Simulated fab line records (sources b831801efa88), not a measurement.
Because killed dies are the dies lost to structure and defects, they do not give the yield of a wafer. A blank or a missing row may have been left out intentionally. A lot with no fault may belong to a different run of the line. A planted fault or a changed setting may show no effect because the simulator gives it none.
Matching of chambers ; flow gf180mcu ; GF_CONTACT_CMP_04 on cmp-01: 4 sister chambers
The step polishes SiO2. 8 wafers are shown with their chamber, then 7 later ones without.

== WAFERS WITH THEIR CHAMBER ==
wafer;chamber;motor_current_A (A);time_to_endpoint_s (s)
L528.1;3;11.5;112
L532.5;3;11.2;110
L539.5;2;12.5;109
L540.5;1;11.6;112
L544.2;0;10.8;117
L544.4;1;11.7;120
L544.5;2;13.2;118
L545.4;0;11.1;105

== WAFERS WHOSE CHAMBER IS MISSING ==
wafer;motor_current_A (A);time_to_endpoint_s (s)
L545.5;13.3;116
L545.6;12.0;106
L548.1;11.3;108
L548.5;10.9;108
L549.4;12.1;110
L549.5;11.7;112
L549.6;12.8;113

== WHICH CHAMBER EACH WENT THROUGH ==
wafer;from the rows above;in truth
L545.5;2;2
L545.6;can't be placed: 1 or 3 or 2 or 0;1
L548.1;can't be placed: 3 or 0 or 1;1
L548.5;can't be placed: 0 or 3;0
L549.4;can't be placed: 1 or 3 or 2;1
L549.5;can't be placed: 1 or 3 or 0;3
L549.6;2;2
Correct placement for 2 of the 7. Unplaceable from these rows: 5, with the true chamber sitting among the candidates in 5. 0 placed wrongly.
How it was worked out, from the rows above alone: a wafer's distance from a chamber is the root of the sum, over the readings, of the square of ((its reading less the chamber's mean) divided by the reading's scatter). If the next closest chamber is less than 2 further off than the closest, the wafer can't be placed; otherwise it belongs to the closest. For every chamber, the mean is computed from those of its wafers that are shown. The scatter: take each reading less its chamber's mean, square it, sum over the shown wafers, divide by the number of wafers less the number of chambers, and take the root.
